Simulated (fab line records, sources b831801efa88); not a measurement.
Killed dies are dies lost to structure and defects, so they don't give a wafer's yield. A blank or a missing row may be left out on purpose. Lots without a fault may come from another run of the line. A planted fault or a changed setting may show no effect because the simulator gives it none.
fab line records | flow sky130 | part 2 of 2: steps 27 to 36 of 36
record lots=5 wafers=15 last_day=50
route steps=708 shown VT_ADJUST_HVTR@138 VT_ADJUST_PCH@143 SONOS_TUNNEL@154 SONOS_ONO@168
lots that met no fault: from a run of the same line without faults
start_h: hours from the record's first day to the start of the lot's first wafer shown | wait_h: hours since the lot's step before | " the same as in the row above | L1.1+2: a row that stands for several wafers | - no value, or no start given | * or withheld: withheld | < > ~ a bound
route shown NAME@n: a module of which the file shows steps, and the number in the route of the first | usual: mean/standard deviation of fault-free wafers | same: alike in all rows | chamber/n: place in a boat | sites: the reading at each site | _std_site: their standard deviation | _edge_site: outer sites' mean less inner sites' | radius_mm: how far each site lies from the wafer's centre | mask NAME#n: copy n | behind: the tool/chamber that last shaped the wafer | hold: why the lot was held/for how many hours/how that ended | device: the transistor (n, p or np) that didn't switch | end of line: the same wafers' tests at the end of the route | a step without rows: its recipe alone | killed: dies lost to structure and defects at the first sort, not the wafer's yield | map: a wafer's dies, x killed, . not, _ none there
set.NAME: the setting as run; set.NAME@STEP: as run at that earlier step | model.NAME: the simulator's own value behind a step, which no gauge read
lots at some steps of the route; a table a step, a row a wafer
services: from which hour (start_h, from the record's first day; less than 0 if before it) a tool's chamber was out of use, for how many hours, and why
## steps
# step SKY_SONOS_TUNNEL_WET_ETCH_10
# recipe chemistry=dHF target_depth_nm=14 target=SiO2 dilution=100:1 temp_c=25 time_s=280
# columns lot.wafer tool chamber start_h wait_h
L077.2+3+6 wet_bench-01 1 278.47 0.1
L087.2+3+6 wet_bench-02 2 355.40 0.1
L088.1+3+5 wet_bench-02 1 363.78 0.1
L090.2+4+5 wet_bench-01 0 378.45 0.1
L096.1+5+6 wet_bench-02 1 424.31 0.1
# step SKY_SONOS_TUNNEL_STRIP_11
# recipe chemistry=SPM time_s=600 temp_c=130
# columns lot.wafer tool chamber start_h wait_h
L077.2+3+6 wet_bench-02 0 278.56 0.0
L087.2+3+6 wet_bench-04 1 355.49 0.0
L088.1+3+5 wet_bench-04 2 363.86 0.0
L090.2+4+5 wet_bench-04 3 378.54 0.0
L096.1+5+6 wet_bench-04 2 424.41 0.0
# step SKY_SONOS_TUNNEL_TW_MEAS_12
# usual SONOS_TUNNEL_TW=196.4/2
# columns lot.wafer tool chamber start_h wait_h SONOS_TUNNEL_TW
L077.2 film_metro-01 - 278.74 0.0 197.3
L077.3 " - " " 197.2
L077.6 " - " " 197.6
L087.2 film_metro-04 - 355.71 0.0 197.6
L087.3 " - " " 196.7
L087.6 " - " " 198.1
L088.1 film_metro-01 - 364.07 0.0 198.1
L088.3 " - " " 197.4
L088.5 " - " " 197.8
L090.2 film_metro-01 - 378.74 0.0 197.7
L090.4 " - " " 198.0
L090.5 " - " " 197.7
L096.1 film_metro-02 - 424.79 0.0 193.4
L096.5 " - " " 193.0
L096.6 " - " " 192.7
# step SKY_SONOS_TUNNEL_CLEAN_13
# recipe chemistry=dHF time_s=20 dilution=100:1 dry=ipa_marangoni
# columns lot.wafer tool chamber start_h wait_h
L077.2+3+6 wet_bench-01 1 278.79 0.0
L087.2+3+6 wet_bench-01 1 355.76 0.0
L088.1+3+5 wet_bench-01 2 364.13 0.1
L090.2+4+5 wet_bench-04 0 378.79 0.0
L096.1+5+6 wet_bench-02 1 424.85 0.1
# step SKY_SONOS_ONO_OXIDATION_00
# recipe temp_c=800 ambient=O2 idle_temp_c=700 ramp_up_c_per_min=10 ramp_down_c_per_min=3 stabilise_s=600 purge_s=300 target_thk_a=26 ox_time_s=1249
# usual ox_temp_c_max=802.7/0.68 spike_tc_lower_C=800.6/1.1
# columns lot.wafer tool chamber start_h wait_h ox_temp_c_max spike_tc_lower_C
L077.2 furnace-01 0 280.51 1.7 802.7 802.2
L077.3 " 0 " " 802.8 801.9
L077.6 " 0 " " 802.3 800.2
L087.2 furnace-02 0 356.55 0.8 804.2 800.9
L087.3 " 0 " " 803.4 799.3
L087.6 " 0 " " 803.7 799.2
L088.1 furnace-02 0 364.14 0.0 803.0 800.6
L088.3 " 0 " " 803.3 801.5
L088.5 " 0 " " 803.0 800.0
L090.2 furnace-01 0 378.81 0.0 801.6 801.4
L090.4 " 0 " " 802.7 801.2
L090.5 " 0 " " 802.3 800.4
L096.1 furnace-02 0 426.34 1.5 803.1 800.1
L096.5 " 0 " " 803.2 800.6
L096.6 " 0 " " 802.4 798.7
# step SKY_SONOS_ONO_THK_MEAS_01
# recipe reads=SiO2_of_SONOS_ONO_OXIDATION_00
# usual SONOS_ONO_OXIDATION_THK=2.61/0.059
# columns lot.wafer tool chamber start_h wait_h SONOS_ONO_OXIDATION_THK[nm]
L077.2 film_metro-02 - 281.86 0.0 2.71
L077.3 " - " " 2.79
L077.6 " - " " 2.70
L087.2 film_metro-02 - 357.91 0.0 2.59
L087.3 " - " " 2.59
L087.6 " - " " 2.56
L088.1 film_metro-03 - 365.49 0.0 2.55
L088.3 " - " " 2.55
L088.5 " - " " 2.65
L090.2 film_metro-03 - 380.16 0.0 2.59
L090.4 " - " " 2.58
L090.5 " - " " 2.60
L096.1 film_metro-01 - 427.68 0.0 2.64
L096.5 " - " " 2.60
L096.6 " - " " 2.59
# step SKY_SONOS_ONO_CVD_02
# recipe material=Si3N4 precursor=DCS/NH3 target_thk_nm=10.5 temp_c=770 time_s=180 pressure_mtorr=250
# usual pressure_mtorr=250.0/0.59 spike_tc_lower_C=770.5/1.2 susceptor_temp_C=770.1/0.31
# columns lot.wafer tool chamber start_h wait_h pressure_mtorr spike_tc_lower_C susceptor_temp_C
L077.2 lpcvd-02 1 282.64 0.8 250.6 770.7 769.9
L077.3 " 1 " " 251.7 771.1 770.0
L077.6 " 1 " " 250.4 770.2 770.3
L087.2 lpcvd-02 0 361.80 3.9 250.3 769.4 770.4
L087.3 " 0 " " 250.6 769.7 770.4
L087.6 " 0 " " 250.0 770.3 770.5
L088.1 lpcvd-02 0 365.55 0.1 249.0 769.6 769.5
L088.3 " 0 " " 249.0 771.5 770.0
L088.5 " 0 " " 248.6 770.9 769.9
L090.2 lpcvd-02 1 380.21 0.0 250.1 769.0 770.6
L090.4 " 1 " " 249.7 770.5 770.5
L090.5 " 1 " " 250.2 771.2 770.6
L096.1 lpcvd-02 0 431.98 4.3 249.9 768.7 770.2
L096.5 " 0 " " 249.0 769.9 769.6
L096.6 " 0 " " 249.9 768.7 769.6
# step SKY_SONOS_ONO_THK_MEAS_03
# recipe reads=Si3N4_of_SONOS_ONO_CVD_02
# usual SONOS_ONO_CVD_02_THK=10.48/0.14
# columns lot.wafer tool chamber start_h wait_h SONOS_ONO_CVD_02_THK[nm]
L077.2 film_metro-01 - 283.70 0.0 10.74
L077.3 " - " " 10.72
L077.6 " - " " 10.62
L087.2 film_metro-01 - 362.86 0.0 10.48
L087.3 " - " " 10.59
L087.6 " - " " 10.31
L088.1 film_metro-02 - 366.60 0.0 10.20
L088.3 " - " " 10.22
L088.5 " - " " 10.14
L090.2 film_metro-01 - 381.27 0.0 10.33
L090.4 " - " " 10.32
L090.5 " - " " 10.20
L096.1 film_metro-01 - 433.03 0.0 10.41
L096.5 " - " " 10.51
L096.6 " - " " 10.51
# step SKY_SONOS_ONO_CVD_04
# recipe material=SiO2 precursor=SiH4/N2O target_thk_nm=5.7199 temp_c=900 pressure_mtorr=400
# usual pressure_mtorr=400.0/0.89 spike_tc_lower_C=899.3/1.2 susceptor_temp_C=900.0/0.36
# columns lot.wafer tool chamber start_h wait_h pressure_mtorr spike_tc_lower_C susceptor_temp_C
L077.2 lpcvd-03 1 283.75 0.0 399.7 898.8 899.9
L077.3 " 1 " " 399.4 900.4 899.4
L077.6 " 1 " " 399.9 900.7 900.0
L087.2 lpcvd-03 0 362.91 0.0 399.3 899.0 899.5
L087.3 " 0 " " 399.6 898.1 900.3
L087.6 " 0 " " 400.6 898.2 899.8
L088.1 lpcvd-03 1 366.66 0.1 398.9 900.2 899.5
L088.3 " 1 " " 398.5 901.0 899.7
L088.5 " 1 " " 398.8 898.6 900.1
L090.2 lpcvd-03 1 381.32 0.0 400.6 900.0 899.8
L090.4 " 1 " " 401.0 898.9 900.0
L090.5 " 1 " " 401.1 900.3 899.9
L096.1 lpcvd-03 1 433.09 0.1 399.9 900.0 899.6
L096.5 " 1 " " 399.4 901.6 900.3
L096.6 " 1 " " 400.2 901.2 900.4
# step SKY_SONOS_ONO_THK_MEAS_05
# recipe reads=SiO2_of_SONOS_ONO_CVD_04
# usual SONOS_ONO_CVD_04_THK=5.75/0.1
# columns lot.wafer tool chamber start_h wait_h SONOS_ONO_CVD_04_THK[nm]
L077.2 film_metro-02 - 285.01 0.0 5.89
L077.3 " - " " 5.75
L077.6 " - " " 5.77
L087.2 film_metro-03 - 364.17 0.0 5.73
L087.3 " - " " 5.71
L087.6 " - " " 5.75
L088.1 film_metro-02 - 367.91 0.0 5.86
L088.3 " - " " 5.75
L088.5 " - " " 5.80
L090.2 film_metro-02 - 382.58 0.0 5.80
L090.4 " - " " 5.60
L090.5 " - " " 5.78
L096.1 film_metro-02 - 434.34 0.0 5.63
L096.5 " - " " 5.77
L096.6 " - " " 5.83
## services
# columns tool chamber start_h hours kind
wet_bench-01 - 209.84 1.8 repair
iline_stepper-02 - 232.29 1.7 pm
furnace-02 - 232.79 2.5 pm
furnace-02 - 245.03 3.3 pm
implanter-02 - 265.85 18.6 repair
implanter-04 - 272.20 4.4 repair
wet_bench-02 - 272.64 1.9 pm
implanter-03 - 273.62 3.8 repair
iline_stepper-01 - 278.40 5.3 repair
implanter-02 - 314.17 0.5 repair
iline_stepper-02 - 318.45 2.1 pm
implanter-02 - 318.46 2.1 repair
plasma_asher-01 - 325.24 2.8 repair
plasma_asher-01 - 341.39 0.8 repair
lpcvd-03 - 345.95 1.4 repair
implanter-02 - 346.43 6.3 repair
lpcvd-02 - 347.51 0.9 repair
wet_bench-01 - 351.86 3.1 repair
iline_stepper-01 - 374.80 1.7 pm
plasma_asher-01 - 383.35 2.2 repair
implanter-02 - 385.43 5.3 pm
implanter-04 - 388.11 9.9 repair
implanter-04 - 403.31 4.2 repair
lpcvd-02 - 424.20 6.0 pm
